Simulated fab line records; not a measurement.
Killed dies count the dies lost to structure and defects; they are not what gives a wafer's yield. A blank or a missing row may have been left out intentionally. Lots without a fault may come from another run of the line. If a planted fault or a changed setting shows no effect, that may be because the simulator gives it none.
8D (eight disciplines) problem report, filled in by code	flow gf180mcu	the parts of the form that need people (team, actions taken, sign-off) are left out

1. THE PROBLEM
Mean POLY_GATE_CVD_00_THK at GF_POLY_GATE_THK_MEAS_01: 59.8 nm over 6 wafers in 2 lots; fault-free wafers: 200.6 nm, standard deviation 1.8. That is -78 standard deviations from the usual mean.
Earliest sighting: wafer L595.2 on filmMetro-02 at day 13 21:25. The record holds 42 wafers of 14 lots with a number at this step. By rule, "out" or "out of limits" means more than 4 standard deviations away from the usual mean. The other wafers with a number count as sound.

2. WHAT IT IS; WHAT IT IS NOT
question	is	is not
which readings at this step	POLY_GATE_CVD_00_THK	-
which lots	L595, L598	L579, L580, L582, L583, L584, L586, L588, L590, L591, L592, L593, L594
which wafers of those lots	all that have a number	-
read on which gauges	filmMetro-02, filmMetro-04	filmMetro-03
when	from day 13 21:25	up to then (36 sound wafers)

3. THE SUSPECTS, EACH WITH WHAT RULES IT OUT
Counting: a tool stays on the suspect list if, at a process step up to the reading, it processed all lots that are out and no sound lot following the first of them.
- the gauge at GF_POLY_GATE_THK_MEAS_01 has been ruled out. The wafers that are out were read on 2 gauges (filmMetro-02, filmMetro-04).
- lpcvd-01 at GF_POLY_GATE_CVD_00 (deposits poly-Si, target thk 200 nm, time 1200 s): kept. It processed each lot that is out, first L595 at day 13 20:04, and no sound lot thereafter; up to then, the last sound lot it processed was L593 at day 13 03:12. Its own readings are out on those wafers: spikeTcBottomC, spikeTcCentreC, spikeTcLowerC, spikeTcTopC, spikeTcUpperC, susceptorTempC.
The count leaves lpcvd-01 at GF_POLY_GATE_CVD_00.

4. THE CAUSE (what the simulator had put in)
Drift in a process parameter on lpcvd-01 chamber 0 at GF_POLY_GATE_CVD_00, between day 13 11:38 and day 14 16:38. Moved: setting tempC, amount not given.
This tool alone remained once counting was done.

5. SEQUENCE OF EFFECTS, ordered by route
Each row: a reading where the mean over the struck wafers with a number is more than 3 standard deviations away from the usual. Readings are gone through only where the record gives a usual standard deviation; hours: the median, over the lots, of the time from a lot's start at the first step in this table giving one to that lot's start at this step; sigmas: the change measured in usual standard deviations.
hours	step	reading	usual	on struck wafers	change	sigmas
0	GF_POLY_GATE_CVD_00	spikeTcBottomC	639.7 C	592.1	-47.6	-17
0	GF_POLY_GATE_CVD_00	spikeTcCentreC	620.8 C	573.0	-47.8	-37
0	GF_POLY_GATE_CVD_00	spikeTcLowerC	619.4 C	570.9	-48.5	-29
0	GF_POLY_GATE_CVD_00	spikeTcTopC	641.6 C	596.1	-45.5	-35
0	GF_POLY_GATE_CVD_00	spikeTcUpperC	620.3 C	572.5	-47.8	-34
0	GF_POLY_GATE_CVD_00	susceptorTempC	620.1 C	572.3	-47.8	-99 or more
1	GF_POLY_GATE_THK_MEAS_01	POLY_GATE_CVD_00_THK	200.6 nm	59.8	-140.8	-78
23	GF_POLY_GATE_ETCH_13	oesProductAu	0.992 a.u.	0.490	-0.502	-71
The process steps in it:
- GF_POLY_GATE_CVD_00: deposits poly-Si, target thk 200 nm, time 1200 s.
- GF_POLY_GATE_ETCH_13: etches poly-Si in HBr/Cl2, stops on SiO2, target depth 198.5 nm, time 69.6 s.
Later steps that measure or inspect, where all struck wafers having a row at the step show a number for every such reading and not one has moved that far: GF_HV_LDD_OVL_MEAS_08.

6. WHAT WOULD HAVE CAUGHT IT SOONER
In this record the first reading out of limits at a measuring or inspecting step was taken at day 13 21:25, 10 hours after the fault began at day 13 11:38.
The tool's own readings at GF_POLY_GATE_CVD_00 were out on every struck wafer that the step has a row for (spikeTcBottomC, spikeTcCentreC, spikeTcLowerC, spikeTcTopC, spikeTcUpperC, susceptorTempC): an alarm limit on them would have fired on the first of those.
Lots out: 2; of these, L598 started GF_POLY_GATE_CVD_00 on lpcvd-01 after day 13 21:25. Putting the tool on hold at that point would have spared it.
